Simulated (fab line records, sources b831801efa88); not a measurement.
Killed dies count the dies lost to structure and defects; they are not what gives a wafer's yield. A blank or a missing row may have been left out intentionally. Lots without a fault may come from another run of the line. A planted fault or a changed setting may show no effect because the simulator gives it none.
fab line records    flow sfqLine
record: lots: 15  wafers: 44  lastDay: 81
route steps=325 shown M2@89
lots untouched by any fault: they come from a run of this same line in which no faults occurred
startH: the number of hours between the record's first day and the start of the first shown wafer of the lot    waitH: time in hours since the lot's previous step    " the same as in the row above    L1.1+2: a single row standing in for several wafers    - value missing, or start not given    * or withheld: withheld    < > ~ a bound
route shown NAME@n: NAME is a module with steps in the file, n the number in the route of the first one    usual: mean/standard deviation of fault-free wafers    same: alike in all rows    chamber/n: place in a boat    sites: each site's reading    _std_site: standard deviation across them    _edge_site: the outer-site mean with the inner-site mean subtracted    radiusMm: for every site, how far away it sits from the centre of the wafer    mask NAME#n: copy n    behind: the tool/chamber that last shaped the wafer    hold: the reason the lot was held/the length of the hold in hours/how it ended    device: whichever transistor did not switch (one of n, p or np)    end of line: the route-end tests of the same wafers    for a step that has no rows: nothing shown but its recipe    killed: at the first sort, the dies lost to defects and structure; wafer yield is something else    map: the dies of a wafer, with x for killed, . for not killed, _ for no die there
set.NAME: the setting as run; set.NAME@STEP: as run at that earlier step    model.NAME: the simulator's own value behind a step, which no gauge read
one table for each step of the route and one row for each wafer, over a sample of lots
services: the hour from which a tool's chamber was out of use, counted from the record's first day as startH (under 0 if before that day), plus the number of hours and why
== steps ==
step: SFQ_TRILAYER_M2_DEP_SPUTTER_055
recipe: material: Nb  basePressurePa: 1.33e-06  chamberPressurePa: 0.1333  substrateTempC: 20  resputterCathodeVoltageV: 400  targetThkNm: 200  powerW: 2000  timeS: 133.3
usual: throttleValvePct: 30.5/1.4
lot.wafer  tool           chamber  startH  waitH  throttleValvePct
L532.2     pvdSputter-03  -        535.40  0.0    30.2
L532.4     "              -        "       "      28.0
L532.6     "              -        "       "      28.3
L533.3     pvdSputter-05  -        537.78  0.0    29.9
L533.4     "              -        "       "      29.9
L533.5     "              -        "       "      28.8
L534.3     pvdSputter-04  -        541.38  0.0    30.5
L534.4     "              -        "       "      31.3
L534.5     "              -        "       "      31.8
L535.1     pvdSputter-03  -        553.40  0.0    30.3
L535.5     "              -        "       "      30.8
L535.6     "              -        "       "      32.3
L536.2     pvdSputter-05  -        564.13  0.0    29.7
L536.3     "              -        "       "      32.6
L536.5     "              -        "       "      28.9
L537.4     pvdSputter-05  -        572.64  0.0    32.4
L537.5     "              -        "       "      28.7
L537.6     "              -        "       "      30.0
L538.3     pvdSputter-04  -        576.24  0.0    30.3
L538.4     "              -        "       "      31.0
L538.5     "              -        "       "      30.3
L541.1     pvdSputter-05  -        588.71  0.0    28.7
L541.3     "              -        "       "      30.0
L541.5     "              -        "       "      30.3
L544.2     pvdSputter-05  -        598.33  0.0    30.0
L544.3     "              -        "       "      29.0
L544.6     "              -        "       "      29.8
L547.4     pvdSputter-05  -        604.33  0.0    28.9
L547.6     "              -        "       "      28.7
L548.2     pvdSputter-04  -        605.51  0.0    31.4
L548.5     "              -        "       "      31.1
L548.6     "              -        "       "      31.3
L549.1     pvdSputter-03  -        606.71  0.0    28.0
L549.5     "              -        "       "      32.3
L549.6     "              -        "       "      30.9
L551.2     pvdSputter-04  -        609.11  0.0    31.2
L551.3     "              -        "       "      31.3
L551.5     "              -        "       "      32.0
L552.2     pvdSputter-03  -        610.33  0.0    28.3
L552.4     "              -        "       "      28.3
L552.5     "              -        "       "      27.9
L554.1     pvdSputter-04  -        612.73  0.0    31.2
L554.4     "              -        "       "      31.5
L554.5     "              -        "       "      30.2
step: SFQ_M2_RS_MEAS_914
recipe: thkMeasGauge: four-point-probe  reads: Nb_of_TRILAYER_M2_DEP_SPUTTER_055
usual: M2_NB_RS: 0.898/0.0089
lot.wafer  tool          chamber  startH  waitH  M2_NB_RS[ohm/sq]
L532.2     filmMetro-04  -        535.51  0.1    0.911
L532.4     "             -        "       "      0.919
L532.6     "             -        "       "      0.909
L533.3     filmMetro-03  -        537.91  0.1    0.884
L533.4     "             -        "       "      0.889
L533.5     "             -        "       "      0.888
L534.3     filmMetro-03  -        541.51  0.1    0.867
L534.4     "             -        "       "      0.893
L534.5     "             -        "       "      0.887
L535.1     filmMetro-02  -        553.49  0.0    0.911
L535.5     "             -        "       "      0.914
L535.6     "             -        "       "      0.906
L536.2     filmMetro-04  -        564.24  0.1    0.903
L536.3     "             -        "       "      0.902
L536.5     "             -        "       "      0.897
L537.4     filmMetro-03  -        572.79  0.1    0.892
L537.5     "             -        "       "      0.889
L537.6     "             -        "       "      0.890
L538.3     filmMetro-02  -        576.37  0.1    0.880
L538.4     "             -        "       "      0.894
L538.5     "             -        "       "      0.883
L541.1     filmMetro-02  -        588.80  0.0    1.158
L541.3     "             -        "       "      0.907
L541.5     "             -        "       "      0.900
L544.2     filmMetro-03  -        598.44  0.1    0.900
L544.3     "             -        "       "      0.905
L544.6     "             -        "       "      1.170
L547.4     filmMetro-02  -        604.48  0.1    0.901
L547.6     "             -        "       "      1.156
L548.2     filmMetro-04  -        605.62  0.1    0.900
L548.5     "             -        "       "      0.896
L548.6     "             -        "       "      0.902
L549.1     filmMetro-03  -        606.80  0.0    0.898
L549.5     "             -        "       "      0.903
L549.6     "             -        "       "      0.907
L551.2     filmMetro-03  -        609.22  0.1    0.890
L551.3     "             -        "       "      0.885
L551.5     "             -        "       "      0.893
L552.2     filmMetro-04  -        610.44  0.1    0.886
L552.4     "             -        "       "      0.890
L552.5     "             -        "       "      0.898
L554.1     filmMetro-02  -        612.82  0.0    0.904
L554.4     "             -        "       "      0.907
L554.5     "             -        "       "      0.888
step: SFQ_TRILAYER_M2_ETCH_METAL_ETCH_060
recipe: target: Nb  stopOn: SiO2  maskMaterial: PR  chemistry: Cl2/Ar  targetDepthNm: 240  icpW: 600  biasW: 80  pressureMtorr: 10  timeS: 120
usual: drypumpMotorCurrentA: 5.92/0.29  oesProductAu: 0.888/0.0069
lot.wafer  tool         chamber  startH  waitH  drypumpMotorCurrentA  oesProductAu  rfHoursCounterH
L532.2     rieMetal-03  1        538.12  0.1    6.29                  0.878         -
L532.4     "            1        "       "      6.30                  0.878         -
L532.6     "            1        "       "      6.29                  0.886         -
L533.3     rieMetal-03  1        541.76  0.1    6.26                  0.888         -
L533.4     "            1        "       "      6.28                  0.892         -
L533.5     "            1        "       "      6.29                  0.895         -
L534.3     rieMetal-01  0        545.26  0.1    5.76                  0.909         -
L534.4     "            1        "       "      5.71                  0.888         -
L534.5     "            0        "       "      5.72                  0.888         -
L535.1     rieMetal-01  0        693.92  0.0    5.83                  0.873         119
L535.5     "            0        "       "      5.82                  0.890         -
L535.6     "            1        "       "      5.78                  0.882         -
L536.2     rieMetal-03  0        703.52  0.0    5.55                  0.891         122
L536.3     "            0        "       "      5.54                  0.883         -
L536.5     "            1        "       "      6.28                  0.888         -
L537.4     rieMetal-04  0        710.76  0.1    6.33                  0.892         -
L537.5     "            0        "       "      6.33                  0.891         -
L537.6     "            1        "       "      5.69                  0.896         -
L538.3     rieMetal-01  1        714.36  0.1    5.73                  0.904         -
L538.4     "            0        "       "      5.80                  0.894         -
L538.5     "            1        "       "      5.71                  0.901         -
L541.1     rieMetal-03  0        727.52  0.0    5.56                  0.767         127
L541.3     "            0        "       "      5.56                  0.879         -
L541.5     "            0        "       "      5.55                  0.886         -
L544.2     rieMetal-01  1        736.96  0.0    5.73                  0.885         163
L544.3     "            1        "       "      5.74                  0.887         -
L544.6     "            1        "       "      5.73                  0.774         -
L547.4     rieMetal-01  1        744.48  0.1    5.75                  0.889         -
L547.6     "            1        "       "      5.76                  0.776         -
L548.2     rieMetal-04  0        745.64  0.0    6.33                  0.890         18
L548.5     "            1        "       "      5.74                  0.887         -
L548.6     "            0        "       "      6.32                  0.895         -
L549.1     rieMetal-03  1        746.84  0.0    6.30                  0.884         96
L549.5     "            0        "       "      5.55                  0.883         -
L549.6     "            1        "       "      6.32                  0.889         -
L551.2     rieMetal-04  0        749.24  0.0    6.32                  0.892         19
L551.3     "            1        "       "      5.71                  0.894         -
L551.5     "            0        "       "      6.32                  0.899         -
L552.2     rieMetal-03  1        750.44  0.0    6.27                  0.897         96
L552.4     "            1        "       "      6.27                  0.900         -
L552.5     "            1        "       "      6.28                  0.884         -
L554.1     rieMetal-03  1        754.04  0.0    6.27                  0.889         97
L554.4     "            0        "       "      5.56                  0.891         -
L554.5     "            1        "       "      6.27                  0.895         -
== services ==
tool           chamber  startH  hours  kind
pvdSputter-04  -        512.02  1.8    repair
pvdSputter-04  1        518.75  -      consumableReplace:kit
pvdSputter-04  1        518.75  18.0   scheduledDown
pvdSputter-04  1        518.75  18.0   ventCycle
rieMetal-03    1        531.38  1.5    repair
rieMetal-01    -        533.91  2.8    pm
pvdSputter-05  -        547.27  9.0    repair
rieMetal-01    -        572.83  2.1    repair
rieMetal-04    0        585.07  8.9    repair
pvdSputter-04  -        586.40  1.9    repair
rieMetal-04    0        593.99  -      clean
rieMetal-04    0        593.99  35.8   scheduledDown
rieMetal-04    0        593.99  35.8   ventCycle
rieMetal-04    -        603.92  14.6   pm
pvdSputter-04  -        631.97  10.0   repair
rieMetal-01    -        652.68  4.0    pm
rieMetal-04    -        670.93  1.4    pm
rieMetal-01    0        679.05  3.2    repair
pvdSputter-05  0        686.13  -      consumableReplace:kit
pvdSputter-05  0        686.13  18.0   scheduledDown
pvdSputter-05  0        686.13  18.0   ventCycle
rieMetal-03    1        718.17  6.1    repair
== key ==
firstSign: step: SFQ_M2_RS_MEAS_914  reading: M2_NB_RS  direction: up  sigmas: 29  usual: 0.898  struck: 1.161
effect: step: SFQ_TRILAYER_M2_ETCH_METAL_ETCH_060  reading: oesProductAu  direction: down  sigmas: 17  usual: 0.888  struck: 0.772
metAt SFQ_TRILAYER_M2_DEP_SPUTTER_055
struckLots L541,L544,L547
struckWafers L541.1,L544.6,L547.6
onsetBetween 572.64 588.71
fault: kind: processParameterDrift  tool: pvdSputter-05  chamber: -  onsetH: 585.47  steps: SFQ_TRILAYER_M2_DEP_SPUTTER_055  channel: targetThkNm  offset: -43.342  shape: step  endH: 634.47  scope: struckWafersOnly  actsIn: theseRecipesOnly  stated: 200
